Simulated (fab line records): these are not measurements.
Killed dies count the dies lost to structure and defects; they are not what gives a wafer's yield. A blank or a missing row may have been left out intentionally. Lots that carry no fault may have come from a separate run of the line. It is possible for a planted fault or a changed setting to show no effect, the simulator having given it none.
fab line records | flow sky130
record lots=13 | wafers=39 | lastDay=50
route steps=708 shown SONOS_ONO@182 POLY_GATE@232 SD_N@346 CONTACT@423
lots that met no fault: taken from a fault-free run of the same line
startH: start of the lot's first displayed wafer, in hours after the record's first day | waitH: how many hours have passed since the lot's step before this one | " the same as in the row above | L1.1+2: a row that stands for several wafers | - no value, or no start given | * or withheld: withheld | < > ~ a bound
route shown NAME@n: NAME is a module with steps in the file, n the number in the route of the first one | usual: mean/standard deviation taken from wafers without a fault | same: alike in all rows | chamber/n: place in a boat | sites: readings site by site | _std_site: the standard deviation of these | _edge_site: mean of outer sites minus mean of inner sites | radiusMm: for every site, how far away it sits from the centre of the wafer | mask NAME#n: copy n | behind: the most recent tool/chamber to have shaped the wafer | hold: why the lot was held/for how many hours/how that ended | device: whichever transistor did not switch (one of n, p or np) | end of line: tests of these same wafers at the route's end | a step without rows: its recipe alone | killed: count of dies lost to structure and defects at first sort (not the wafer's yield) | map: dies across one wafer; x = killed, . = not, _ = none there
set.NAME: the run value of the setting; set.NAME@STEP: its run value at that earlier step | model.NAME: the simulator's own value behind a step, which no gauge read
a sample of lots followed through the steps of the route, with each step as a table and each wafer as a row
services: when a tool's chamber went out of use (startH, in hours from the record's first day, below 0 if earlier), for how many hours, and the reason
## steps
# step SKY_SONOS_ONO_OVL_MEAS_14
# usual SONOS_ONO_OVL=-0.1/1.1
lot.wafer | tool       | chamber | startH | waitH | SONOS_ONO_OVL[nm]
L679.1    | overlay-01 | -       | 286.59 | 0.1   | 1.4
L679.4    | "          | -       | "      | "     | 1.7
L679.5    | "          | -       | "      | "     | -0.3
L680.1    | overlay-02 | -       | 297.74 | 0.1   | -0.7
L680.3    | "          | -       | "      | "     | -2.2
L680.4    | "          | -       | "      | "     | -0.8
L681.1    | overlay-02 | -       | 299.10 | 0.1   | 0.9
L681.4    | "          | -       | "      | "     | -0.3
L681.6    | "          | -       | "      | "     | 0.1
L683.3    | overlay-02 | -       | 318.31 | 0.1   | 0.3
L683.4    | "          | -       | "      | "     | 0.2
L683.5    | "          | -       | "      | "     | 0.6
L684.2    | overlay-01 | -       | 328.56 | 0.1   | 0.1
L684.3    | "          | -       | "      | "     | -1.0
L684.6    | "          | -       | "      | "     | -0.2
L685.2    | overlay-01 | -       | 335.51 | 0.1   | -0.7
L685.5    | "          | -       | "      | "     | -1.9
L685.6    | "          | -       | "      | "     | -0.7
L692.1    | overlay-02 | -       | 396.00 | 0.1   | -0.6
L692.4    | "          | -       | "      | "     | 0.8
L692.5    | "          | -       | "      | "     | 0.7
L693.1    | overlay-01 | -       | 409.06 | 0.1   | -2.1
L693.4    | "          | -       | "      | "     | -0.6
L693.6    | "          | -       | "      | "     | -0.9
L694.1    | overlay-02 | -       | 411.89 | 0.1   | 1.1
L694.3    | "          | -       | "      | "     | 0.0
L694.6    | "          | -       | "      | "     | -0.5
L697.2    | overlay-01 | -       | 434.35 | 0.1   | -0.9
L697.3    | "          | -       | "      | "     | 0.5
L697.4    | "          | -       | "      | "     | -0.5
L699.1    | overlay-01 | -       | 453.61 | 0.1   | -0.9
L699.4    | "          | -       | "      | "     | 0.7
L699.5    | "          | -       | "      | "     | -0.4
L700.2    | overlay-01 | -       | 462.91 | 0.1   | 0.7
L700.5    | "          | -       | "      | "     | 1.6
L700.6    | "          | -       | "      | "     | 1.1
L701.3    | overlay-01 | -       | 485.40 | 0.1   | 0.6
L701.4    | "          | -       | "      | "     | -0.6
L701.5    | "          | -       | "      | "     | 0.1
# step SKY_POLY_GATE_STRIP_18
# recipe chemistry=O2/N2 | powerW=1400 | pressureMtorr=1500 | platenTempC=withheld | o2FlowSccm=3000 | n2FlowSccm=300 | overashFraction=0.5
# usual chamberPressureMTorr=1500.0/1.3 | drypumpMotorCurrentA=5.7/0.31 | oesProductAu=0.361/0.0051 | stripTimeToEndpointS=3.159/0.027
# same overashFraction=0.5
lot.wafer | tool           | chamber | startH | waitH | chamberPressureMTorr | drypumpMotorCurrentA | oesProductAu | rfHoursCounterH | stripTimeToEndpointS
L679.1    | plasmaAsher-02 | 1       | 376.43 | 0.0   | 1501.0               | 5.4                  | 0.351        | 69              | 3.096
L679.4    | "              | 1       | "      | "     | 1504.0               | 5.4                  | 0.352        | -               | 3.138
L679.5    | "              | 1       | "      | "     | 1501.8               | 5.4                  | 0.365        | -               | 3.156
L680.1    | plasmaAsher-02 | 0       | 389.50 | 0.0   | 1502.3               | 5.3                  | 0.359        | 70              | 3.158
L680.3    | "              | 1       | "      | "     | 1501.3               | 5.4                  | 0.356        | -               | 3.127
L680.4    | "              | 0       | "      | "     | 1499.8               | 5.3                  | 0.367        | -               | 3.187
L681.1    | plasmaAsher-02 | 0       | 391.03 | 0.0   | 1500.9               | 5.3                  | 0.362        | 70              | 3.127
L681.4    | "              | 1       | "      | "     | 1499.0               | 5.4                  | 0.362        | -               | 3.185
L681.6    | "              | 0       | "      | "     | 1500.2               | 5.3                  | 0.356        | -               | 3.176
L683.3    | plasmaAsher-01 | 0       | 412.56 | 0.1   | 1500.4               | 6.0                  | 0.363        | -               | 3.184
L683.4    | "              | 1       | "      | "     | 1500.6               | 5.9                  | 0.360        | -               | 3.193
L683.5    | "              | 1       | "      | "     | 1501.3               | 5.9                  | 0.358        | -               | 3.148
L684.2    | plasmaAsher-01 | 0       | 421.70 | 0.0   | 1501.5               | 6.1                  | 0.347        | 29              | 3.140
L684.3    | "              | 0       | "      | "     | 1500.2               | 6.1                  | 0.362        | -               | 3.128
L684.6    | "              | 1       | "      | "     | 1502.9               | 5.8                  | 0.359        | -               | 3.133
L685.2    | plasmaAsher-01 | 1       | 431.40 | 0.0   | 1498.1               | 5.9                  | 0.363        | 30              | 3.192
L685.5    | "              | 1       | "      | "     | 1500.6               | 5.9                  | 0.373        | -               | 3.210
L685.6    | "              | 0       | "      | "     | 1499.0               | 6.1                  | 0.364        | -               | 3.185
L692.1    | plasmaAsher-02 | 0       | 496.63 | 0.0   | 1499.3               | 5.3                  | 0.357        | 81              | 3.142
L692.4    | "              | 1       | "      | "     | 1501.2               | 5.4                  | 0.366        | -               | 3.131
L692.5    | "              | 0       | "      | "     | 1499.4               | 5.3                  | 0.354        | -               | 3.120
L693.1    | plasmaAsher-03 | 0       | 509.15 | 0.0   | 1497.3               | 5.4                  | 0.354        | 6               | 3.140
L693.4    | "              | 1       | "      | "     | 1500.4               | 5.6                  | 0.368        | -               | 3.109
L693.6    | "              | 1       | "      | "     | 1501.6               | 5.6                  | 0.355        | -               | 3.128
L694.1    | plasmaAsher-02 | 1       | 512.83 | 0.0   | 1500.4               | 5.4                  | 0.368        | 82              | 3.228
L694.3    | "              | 1       | "      | "     | 1500.5               | 5.4                  | 0.374        | -               | 3.222
L694.6    | "              | 0       | "      | "     | 1498.7               | 5.3                  | 0.369        | -               | 3.175
L697.2    | plasmaAsher-01 | 1       | 534.77 | 0.0   | 1500.3               | 5.8                  | 0.362        | 41              | 3.168
L697.3    | "              | 1       | "      | "     | 1499.2               | 5.9                  | 0.357        | -               | 3.197
L697.4    | "              | 0       | "      | "     | 1501.1               | 6.1                  | 0.362        | -               | 3.184
L699.1    | plasmaAsher-01 | 1       | 553.67 | 0.0   | 1496.0               | 5.9                  | 0.361        | 43              | 3.156
L699.4    | "              | 0       | "      | "     | 1499.3               | 6.1                  | 0.361        | -               | 3.168
L699.5    | "              | 1       | "      | "     | 1500.5               | 5.9                  | 0.355        | -               | 3.119
L700.2    | plasmaAsher-01 | 1       | 561.02 | 0.0   | 1500.2               | 5.9                  | 0.357        | 44              | 3.181
L700.5    | "              | 0       | "      | "     | 1499.8               | 6.0                  | 0.364        | -               | 3.196
L700.6    | "              | 1       | "      | "     | 1500.2               | 5.9                  | 0.368        | -               | 3.181
L701.3    | plasmaAsher-01 | 0       | 582.66 | 0.1   | 1501.9               | 6.1                  | 0.363        | -               | 3.161
L701.4    | "              | 1       | "      | "     | 1497.7               | 5.9                  | 0.357        | -               | 3.204
L701.5    | "              | 1       | "      | "     | 1499.4               | 5.9                  | 0.361        | -               | 3.185
# step SKY_SD_N_EXPOSE_04
# recipe maskId=NSDM | na=0.6 | sourceShape=conventional | sigmaOuter=0.6 | polarization=unpolarized | targetCdNm=380 | doseMj=141
# usual exposureDoseMJCm2=141.01/0.13
lot.wafer | tool            | chamber | startH | waitH | mask      | exposureDoseMJCm2
L679.1    | ilineStepper-02 | 0       | 638.36 | -     | NSDM#0    | 141.08
L679.4    | "               | 0       | "      | "     | NSDM#0    | 141.21
L679.5    | "               | 0       | "      | "     | NSDM#0    | 140.88
L680.1    | ilineStepper-01 | 0       | 651.45 | -     | NSDM#0    | 141.16
L680.3    | "               | 0       | "      | "     | NSDM#0    | 141.10
L680.4    | "               | 0       | "      | "     | NSDM#0    | 140.95
L681.1    | ilineStepper-02 | 0       | 661.61 | -     | NSDM#0    | 141.09
L681.4    | "               | 0       | "      | "     | NSDM#0    | 140.99
L681.6    | "               | 0       | "      | "     | NSDM#0    | 141.10
L683.3    | ilineStepper-02 | 0       | 671.44 | -     | NSDM#0    | 141.00
L683.4    | "               | 0       | "      | "     | NSDM#0    | 140.97
L683.5    | "               | 0       | "      | "     | NSDM#0    | 140.81
L684.2    | ilineStepper-02 | 0       | 679.65 | -     | NSDM_R1#0 | 140.94
L684.3    | "               | 0       | "      | "     | NSDM_R1#0 | 140.96
L684.6    | "               | 0       | "      | "     | NSDM_R1#0 | 141.06
L685.2    | ilineStepper-02 | 0       | 689.59 | -     | NSDM#0    | 140.75
L685.5    | "               | 0       | "      | "     | NSDM#0    | 141.05
L685.6    | "               | 0       | "      | "     | NSDM#0    | 140.92
L692.1    | ilineStepper-02 | 0       | 749.09 | -     | NSDM#0    | 140.85
L692.4    | "               | 0       | "      | "     | NSDM#0    | 141.05
L692.5    | "               | 0       | "      | "     | NSDM#0    | 140.83
L693.1    | ilineStepper-02 | 0       | 758.13 | -     | NSDM#0    | 141.09
L693.4    | "               | 0       | "      | "     | NSDM#0    | 141.13
L693.6    | "               | 0       | "      | "     | NSDM#0    | 140.92
L694.1    | ilineStepper-02 | 0       | 762.84 | -     | NSDM#0    | 141.04
L694.3    | "               | 0       | "      | "     | NSDM#0    | 140.96
L694.6    | "               | 0       | "      | "     | NSDM#0    | 140.95
L697.2    | ilineStepper-01 | 0       | 783.02 | -     | NSDM#0    | 141.22
L697.3    | "               | 0       | "      | "     | NSDM#0    | 141.15
L697.4    | "               | 0       | "      | "     | NSDM#0    | 141.20
L699.1    | ilineStepper-01 | 0       | 798.28 | -     | NSDM#0    | 141.24
L699.4    | "               | 0       | "      | "     | NSDM#0    | 141.08
L699.5    | "               | 0       | "      | "     | NSDM#0    | 141.15
L700.2    | ilineStepper-01 | 0       | 805.64 | -     | NSDM#0    | 140.67
L700.5    | "               | 0       | "      | "     | NSDM#0    | 140.80
L700.6    | "               | 0       | "      | "     | NSDM#0    | 140.89
L701.3    | ilineStepper-01 | 0       | 826.16 | -     | NSDM#0    | 141.28
L701.4    | "               | 0       | "      | "     | NSDM#0    | 140.93
L701.5    | "               | 0       | "      | "     | NSDM#0    | 141.19
# step SKY_SD_N_CD_MEAS_07
# recipe targetCdNm=380
# usual cdNm=379.4/2.6
lot.wafer | tool     | chamber | startH | waitH | cdNm
L679.1    | cdSem-01 | -       | 653.04 | 0.1   | 377.9
L679.4    | "        | -       | "      | "     | 381.5
L679.5    | "        | -       | "      | "     | 378.8
L680.1    | cdSem-02 | -       | 665.17 | 0.1   | 377.5
L680.3    | "        | -       | "      | "     | 377.8
L680.4    | "        | -       | "      | "     | 377.3
L681.1    | cdSem-01 | -       | 674.87 | 0.1   | 377.6
L681.4    | "        | -       | "      | "     | 376.2
L681.6    | "        | -       | "      | "     | 376.3
L683.3    | cdSem-01 | -       | 685.58 | 0.1   | 377.0
L683.4    | "        | -       | "      | "     | 380.5
L683.5    | "        | -       | "      | "     | 376.3
L684.2    | cdSem-01 | -       | 693.79 | 0.1   | 332.3
L684.3    | "        | -       | "      | "     | 332.5
L684.6    | "        | -       | "      | "     | 330.0
L685.2    | cdSem-01 | -       | 703.26 | 0.1   | 381.1
L685.5    | "        | -       | "      | "     | 381.7
L685.6    | "        | -       | "      | "     | 383.5
L692.1    | cdSem-01 | -       | 762.24 | 0.1   | 381.2
L692.4    | "        | -       | "      | "     | 380.9
L692.5    | "        | -       | "      | "     | 380.9
L693.1    | cdSem-01 | -       | 772.37 | 0.1   | 377.5
L693.4    | "        | -       | "      | "     | 377.8
L693.6    | "        | -       | "      | "     | 377.0
L694.1    | cdSem-01 | -       | 776.29 | 0.1   | 380.4
L694.3    | "        | -       | "      | "     | 378.7
L694.6    | "        | -       | "      | "     | 377.7
L697.2    | cdSem-01 | -       | 796.02 | 0.2   | 379.5
L697.3    | "        | -       | "      | "     | 378.3
L697.4    | "        | -       | "      | "     | 379.0
L699.1    | cdSem-01 | -       | 811.93 | 0.1   | 375.6
L699.4    | "        | -       | "      | "     | 374.4
L699.5    | "        | -       | "      | "     | 374.3
L700.2    | cdSem-02 | -       | 818.14 | 0.1   | 376.2
L700.5    | "        | -       | "      | "     | 377.7
L700.6    | "        | -       | "      | "     | 377.0
L701.3    | cdSem-01 | -       | 839.27 | 0.1   | 378.9
L701.4    | "        | -       | "      | "     | 377.2
L701.5    | "        | -       | "      | "     | 379.9
# step SKY_CONTACT_ETCH_17
# recipe target=SiO2 | chemistry=C4F8/O2/Ar | stopOn=Si3N4 | maskMaterial=KrF-thick | sourceW=1500 | biasW=1200 | pressureMtorr=40 | c4f8FlowSccm=withheld | O2_flow_sccm=6 | Ar_flow_sccm=300 | timeS=withheld | targetDepthA=3400
# usual chamberPressureMTorr=40.00/0.038 | oesProductAu=0.893/0.0046
lot.wafer | tool       | chamber | startH | waitH | chamberPressureMTorr | oesProductAu
L679.1    | rieDiel-01 | 0       | 742.73 | 0.0   | 39.98                | 0.896
L679.4    | "          | 3       | "      | "     | 40.02                | 0.889
L679.5    | "          | 0       | "      | "     | 40.00                | 0.900
L680.1    | rieDiel-01 | 0       | 754.28 | 0.0   | 40.01                | 0.894
L680.3    | "          | 1       | "      | "     | 39.99                | 0.895
L680.4    | "          | 2       | "      | "     | 40.01                | 0.899
L681.1    | rieDiel-03 | 1       | 763.73 | 0.0   | 40.03                | 0.885
L681.4    | "          | 3       | "      | "     | 39.99                | 0.899
L681.6    | "          | 0       | "      | "     | 39.96                | 0.895
L683.3    | rieDiel-04 | 1       | 773.11 | 0.0   | 40.03                | 0.889
L683.4    | "          | 3       | "      | "     | 40.01                | 0.893
L683.5    | "          | 1       | "      | "     | 39.96                | 0.895
L684.2    | rieDiel-04 | 1       | 781.23 | 0.0   | 39.99                | 0.893
L684.3    | "          | 2       | "      | "     | 39.97                | 0.887
L684.6    | "          | 3       | "      | "     | 40.03                | 0.898
L685.2    | rieDiel-03 | 3       | 789.76 | 0.0   | 39.99                | 0.893
L685.5    | "          | 1       | "      | "     | 39.99                | 0.893
L685.6    | "          | 2       | "      | "     | 39.99                | 0.891
L692.1    | rieDiel-01 | 3       | 846.74 | 0.0   | 39.99                | 0.898
L692.4    | "          | 0       | "      | "     | 39.95                | 0.899
L692.5    | "          | 2       | "      | "     | 40.02                | 0.892
L693.1    | rieDiel-04 | 1       | 857.13 | 0.0   | 39.98                | 0.895
L693.4    | "          | 2       | "      | "     | 40.13                | 0.885
L693.6    | "          | 1       | "      | "     | 40.04                | 0.897
L694.1    | rieDiel-03 | 1       | 861.43 | 0.0   | 39.99                | 0.892
L694.3    | "          | 3       | "      | "     | 39.99                | 0.894
L694.6    | "          | 3       | "      | "     | 39.96                | 0.893
L697.2    | rieDiel-01 | 0       | 881.31 | 0.0   | 40.01                | 0.887
L697.3    | "          | 1       | "      | "     | 39.93                | 0.887
L697.4    | "          | 3       | "      | "     | 39.95                | 0.886
L699.1    | rieDiel-04 | 3       | 896.48 | 0.0   | 40.00                | 0.889
L699.4    | "          | 1       | "      | "     | 39.98                | 0.897
L699.5    | "          | 1       | "      | "     | 40.09                | 0.886
L700.2    | rieDiel-04 | 2       | 901.49 | 0.0   | 39.96                | 0.891
L700.5    | "          | 2       | "      | "     | 39.98                | 0.893
L700.6    | "          | 1       | "      | "     | 40.02                | 0.891
L701.3    | rieDiel-03 | 1       | 921.21 | 0.0   | 40.05                | 0.889
L701.4    | "          | 2       | "      | "     | 39.99                | 0.881
L701.5    | "          | 2       | "      | "     | 39.99                | 0.891
## services
tool            | chamber | startH | hours | kind
rieDiel-04      | -       | 374.83 | 14.6  | pm
rieDiel-04      | 0       | 390.40 | 4.1   | repair
rieDiel-04      | 3       | 391.02 | 3.5   | repair
rieDiel-04      | 2       | 398.71 | 10.5  | repair
plasmaAsher-01  | -       | 399.86 | 0.5   | repair
rieDiel-04      | 3       | 421.42 | 9.7   | repair
plasmaAsher-02  | -       | 427.39 | 11.1  | repair
ilineStepper-01 | -       | 429.02 | 1.7   | pm
ilineStepper-01 | -       | 434.51 | 3.7   | repair
ilineStepper-02 | -       | 482.63 | 1.7   | pm
ilineStepper-02 | -       | 502.53 | 2.1   | pm
rieDiel-04      | 0       | 554.80 | 3.1   | repair
ilineStepper-01 | -       | 604.38 | 2.7   | repair
plasmaAsher-02  | -       | 640.70 | 0.9   | repair
ilineStepper-01 | -       | 647.20 | 1.7   | pm
ilineStepper-01 | -       | 668.32 | 25.0  | repair
plasmaAsher-01  | -       | 672.78 | 3.0   | repair
ilineStepper-01 | -       | 693.35 | 4.3   | pm
ilineStepper-02 | -       | 700.81 | 1.7   | pm
plasmaAsher-01  | -       | 717.02 | 2.8   | pm
plasmaAsher-01  | -       | 794.48 | 8.2   | repair
ilineStepper-02 | -       | 795.43 | 12.6  | repair
plasmaAsher-01  | -       | 896.48 | 1.1   | repair
ilineStepper-02 | -       | 918.99 | 1.7   | pm
## key
firstSign step=SKY_SD_N_EXPOSE_04 | reading=mask | direction=changed
effect step=SKY_SD_N_CD_MEAS_07 | reading=cdNm | direction=down | sigmas=19 | usual=379.4 | struck=331.6
metAt SKY_SD_N_EXPOSE_04
struckLots L684
sortLeftOut L684.2,L684.3,L684.6
testerLeftOut L684
notActingAt SKY_SONOS_ONO_OVL_MEAS_14,SKY_POLY_GATE_STRIP_18,SKY_CONTACT_ETCH_17
onsetBetween 671.44 679.65
fault kind=wrongMask | tool=any | chamber=- | onsetH=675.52 | steps=SKY_SD_N_EXPOSE_04 | auxCopy=NSDM_R1#0 | cdOffsetNm=-46 | scope=struckLotsOnly
# testerLeftOut: of these lots the tester's yield and bins aren't shown, on N5 and GAA mostly nor the transistor test; their killed dies are dies lost to structure and defects alone, not to doping, threshold or leakage, so they don't give the yield
# sortLeftOut: the simulated sort isn't trusted on such a fault, so these wafers' sort isn't shown, and their yield isn't known
